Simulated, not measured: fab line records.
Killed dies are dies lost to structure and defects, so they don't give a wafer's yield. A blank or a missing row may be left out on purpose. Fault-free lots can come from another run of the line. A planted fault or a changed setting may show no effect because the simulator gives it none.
Which of the tools did it? :: flow gf180mcu :: 36 wafers from 12 lots sampled at 6 of the route's 602 steps

== WHAT THE GAUGES READ, wafer by wafer ==
GF_M3_THK_MEAS_06: measures by xrf.
lot: L994
measured: day 21 02:52
on: film metro-01
M3_ALCU_THK (nm): 452 450 454

lot: L995
measured: day 21 07:10
on: film metro-03
M3_ALCU_THK (nm): 453 449 450

lot: L996
measured: day 21 20:01
on: film metro-01
M3_ALCU_THK (nm): 451 445 443

lot: L997
measured: day 22 06:34
on: film metro-01
M3_ALCU_THK (nm): 447 450 442

lot: L999
measured: day 22 21:32
on: film metro-04
M3_ALCU_THK (nm): 452 454 455

lot: L103
measured: day 24 08:01
on: film metro-03
M3_ALCU_THK (nm): 462 464 462

lot: L104
measured: day 24 14:38
on: film metro-04
M3_ALCU_THK (nm): 457 463 459

lot: L106
measured: day 25 09:25
on: film metro-03
M3_ALCU_THK (nm): 457 459 455

lot: L110
measured: day 26 13:44
on: film metro-03
M3_ALCU_THK (nm): 460 454 457

lot: L111
measured: day 27 08:40
on: film metro-03
M3_ALCU_THK (nm): 450 449 449

lot: L114
measured: day 27 16:31
on: film metro-01
M3_ALCU_THK (nm): 448 447 451

lot: L115
measured: day 28 04:30
on: film metro-01
M3_ALCU_THK (nm): 453 458 456

GF_V3_CD_MEAS_14: the cd target is 260 nm.
lot: L994
measured: day 23 02:38
on: cd sem-01
cd nm (nm): 259.5 258.5 258.0

lot: L995
measured: day 23 06:32
on: cd sem-02
cd nm (nm): 257.3 257.6 258.4

lot: L996
measured: day 23 17:52
on: cd sem-02
cd nm (nm): 257.5 258.5 258.5

lot: L997
measured: day 24 05:46
on: cd sem-02
cd nm (nm): 258.9 259.2 258.8

lot: L999
measured: day 24 17:56
on: cd sem-01
cd nm (nm): 260.2 262.3 260.3

lot: L103
measured: day 26 03:32
on: cd sem-01
cd nm (nm): 257.5 257.7 256.9

lot: L104
measured: day 26 09:37
on: cd sem-01
cd nm (nm): 260.9 259.7 261.3

lot: L106
measured: day 27 05:18
on: cd sem-01
cd nm (nm): 261.6 259.9 259.7

lot: L110
measured: day 28 06:49
on: cd sem-02
cd nm (nm): 260.1 262.1 261.9

lot: L111
measured: day 29 01:35
on: cd sem-02
cd nm (nm): 258.1 258.1 259.1

lot: L114
measured: day 29 08:43
on: cd sem-01
cd nm (nm): 260.0 260.3 260.2

lot: L115
measured: day 29 19:20
on: cd sem-01
cd nm (nm): 260.2 261.6 260.2

GF_V3_RS_MEAS_24: the measuring method here is four-point-probe.
lot: L994
measured: day 23 03:40
on: film metro-01
V3_W_RS (ohm/sq): 0.332 0.331 0.330

lot: L995
measured: day 23 07:34
on: film metro-01
V3_W_RS (ohm/sq): 0.328 0.311 0.324

lot: L996
measured: day 23 18:56
on: film metro-02
V3_W_RS (ohm/sq): 0.331 0.331 0.317

lot: L997
measured: day 24 06:50
on: film metro-02
V3_W_RS (ohm/sq): 0.318 0.316 0.332

lot: L999
measured: day 24 18:58
on: film metro-01
V3_W_RS (ohm/sq): 0.330 0.328 0.327

lot: L103
measured: day 26 04:34
on: film metro-01
V3_W_RS (ohm/sq): 0.332 0.330 0.332

lot: L104
measured: day 26 10:39
on: film metro-03
V3_W_RS (ohm/sq): 0.319 0.328 0.335

lot: L106
measured: day 27 06:26
on: film metro-01
V3_W_RS (ohm/sq): 0.337 0.330 0.334

lot: L110
measured: day 28 08:02
on: film metro-01
V3_W_RS (ohm/sq): 0.336 0.464 0.332

lot: L111
measured: day 29 02:37
on: film metro-02
V3_W_RS (ohm/sq): 0.450 0.458 0.330

lot: L114
measured: day 29 09:46
on: film metro-03
V3_W_RS (ohm/sq): 0.328 0.312 0.313

lot: L115
measured: day 29 20:24
on: film metro-03
V3_W_RS (ohm/sq): 0.319 0.322 0.319

GF_V3_THK_MEAS_25: measures by xrf.
lot: L994
measured: day 23 03:47
on: film metro-01
V3_W_THK (nm): 347 346 351

lot: L995
measured: day 23 07:41
on: film metro-01
V3_W_THK (nm): 352 370 359

lot: L996
measured: day 23 19:03
on: film metro-02
V3_W_THK (nm): 355 355 369

lot: L997
measured: day 24 06:57
on: film metro-02
V3_W_THK (nm): 366 367 350

lot: L999
measured: day 24 19:04
on: film metro-01
V3_W_THK (nm): 344 346 346

lot: L103
measured: day 26 04:41
on: film metro-01
V3_W_THK (nm): 348 348 347

lot: L104
measured: day 26 10:46
on: film metro-03
V3_W_THK (nm): 367 357 350

lot: L106
measured: day 27 06:31
on: film metro-01
V3_W_THK (nm): 341 348 344

lot: L110
measured: day 28 08:09
on: film metro-01
V3_W_THK (nm): 345 274 346

lot: L111
measured: day 29 02:43
on: film metro-02
V3_W_THK (nm): 281 279 352

lot: L114
measured: day 29 09:53
on: film metro-03
V3_W_THK (nm): 357 375 377

lot: L115
measured: day 29 20:31
on: film metro-03
V3_W_THK (nm): 370 365 369

== WHAT TOOL EACH LOT RAN ON (gives the tool, then ch and the chambers of the sampled wafers, and finally the start) ==
lot: L994
GF_M3_SPUTTER_03: pvd sputter-01, day 21 02:41
GF_V3_CVD_23: cvd w-02 ch 0,1, day 23 03:33

lot: L995
GF_M3_SPUTTER_03: pvd sputter-03, day 21 06:59
GF_V3_CVD_23: cvd w-01 ch 0,1, day 23 07:28

lot: L996
GF_M3_SPUTTER_03: pvd sputter-01, day 21 19:50
GF_V3_CVD_23: cvd w-01 ch 0,1, day 23 18:49

lot: L997
GF_M3_SPUTTER_03: pvd sputter-01, day 22 06:23
GF_V3_CVD_23: cvd w-01 ch 0,1, day 24 06:43

lot: L999
GF_M3_SPUTTER_03: pvd sputter-01, day 22 21:20
GF_V3_CVD_23: cvd w-02 ch 0,1, day 24 18:50

lot: L103
GF_M3_SPUTTER_03: pvd sputter-01, day 24 07:49
GF_V3_CVD_23: cvd w-02 ch 0,1, day 26 04:26

lot: L104
GF_M3_SPUTTER_03: pvd sputter-01, day 24 14:27
GF_V3_CVD_23: cvd w-01 ch 0,1, day 26 10:32

lot: L106
GF_M3_SPUTTER_03: pvd sputter-03, day 25 09:13
GF_V3_CVD_23: cvd w-02 ch 0,1, day 27 06:18

lot: L110
GF_M3_SPUTTER_03: pvd sputter-01, day 26 13:33
GF_V3_CVD_23: cvd w-02 ch 0,1, day 28 07:55

lot: L111
GF_M3_SPUTTER_03: pvd sputter-03, day 27 08:29
GF_V3_CVD_23: cvd w-02 ch 0,1, day 29 02:29

lot: L114
GF_M3_SPUTTER_03: pvd sputter-01, day 27 16:20
GF_V3_CVD_23: cvd w-01 ch 0,1, day 29 09:40

lot: L115
GF_M3_SPUTTER_03: pvd sputter-01, day 28 04:19
GF_V3_CVD_23: cvd w-01 ch 1, day 29 20:16
- GF_M3_SPUTTER_03: material Ti, target thk 10 nm, time 6.7 s.
- GF_V3_CVD_23: deposits W, target thk 350 nm, time 104.9 s.

== AS READ BY THE TOOLS THEMSELVES (means over the sampled wafers that have a number; for cases with no such wafer, the mark the record gives instead) ==
GF_M3_SPUTTER_03.
lot: L994
tool: pvd sputter-01
throttle valve pct (%): 29.3

lot: L995
tool: pvd sputter-03
throttle valve pct (%): 30.4

lot: L996
tool: pvd sputter-01
throttle valve pct (%): 30.1

lot: L997
tool: pvd sputter-01
throttle valve pct (%): 30.0

lot: L999
tool: pvd sputter-01
throttle valve pct (%): 30.1

lot: L103
tool: pvd sputter-01
throttle valve pct (%): 30.0

lot: L104
tool: pvd sputter-01
throttle valve pct (%): 30.4

lot: L106
tool: pvd sputter-03
throttle valve pct (%): 29.6

lot: L110
tool: pvd sputter-01
throttle valve pct (%): 30.0

lot: L111
tool: pvd sputter-03
throttle valve pct (%): 29.8

lot: L114
tool: pvd sputter-01
throttle valve pct (%): 29.0

lot: L115
tool: pvd sputter-01
throttle valve pct (%): 30.1

GF_V3_CVD_23.
lot: L994
tool: cvd w-02
heater power w (W): 882

lot: L995
tool: cvd w-01
heater power w (W): 752

lot: L996
tool: cvd w-01
heater power w (W): 743

lot: L997
tool: cvd w-01
heater power w (W): 790

lot: L999
tool: cvd w-02
heater power w (W): 910

lot: L103
tool: cvd w-02
heater power w (W): 898

lot: L104
tool: cvd w-01
heater power w (W): 755

lot: L106
tool: cvd w-02
heater power w (W): 906

lot: L110
tool: cvd w-02
heater power w (W): 905

lot: L111
tool: cvd w-02
heater power w (W): 887

lot: L114
tool: cvd w-01
heater power w (W): 802

lot: L115
tool: cvd w-01
heater power w (W): 837

== THE ANSWER, worked out from the rows above alone ==
Rule: usual is defined by the lots themselves. The widest of any qualifying gaps counts: lots, ordered by their means at a reading, are off when they make up no more than a third of the lots, leave a main group of 4 or more, and stand apart from it by 3 or more times the standard deviation of that group's means. If all means in a main group match to the digits the tables above print for the reading, that group is not used. A lot without any number at a reading at which 4 lots or more have one is off too. Where the step has rows for the other lots, those lots are counted as sound. Order of review: gauges by route order, followed by the tools' own readings, for which a lot's mean as printed above is used. The first step at which some lot is off is used, and at that step the reading that is off furthest; a lot without a number counts as furthest.
Off: at GF_V3_RS_MEAS_24 (V3_W_RS), L110, L111. The main group: mean 0.326 ohm/sq, standard deviation 0.0052.
A tool fits if, at a process step before that reading, it ran every lot that is off, and no sound lot after the first of them. The gauges at GF_V3_RS_MEAS_24 are tried like those tools. One fits: GF_V3_CVD_23 on cvd w-02. A fault onset in the window from L106 (day 27 06:18, its last sound lot) to L110 (day 28 07:55, its first lot off) fits.

== WHAT WAS PUT IN BY THE SIMULATOR ==
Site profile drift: cvd w-02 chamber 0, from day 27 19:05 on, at GF_V3_CVD_23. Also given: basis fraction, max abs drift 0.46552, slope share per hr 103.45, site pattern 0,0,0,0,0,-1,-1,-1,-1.
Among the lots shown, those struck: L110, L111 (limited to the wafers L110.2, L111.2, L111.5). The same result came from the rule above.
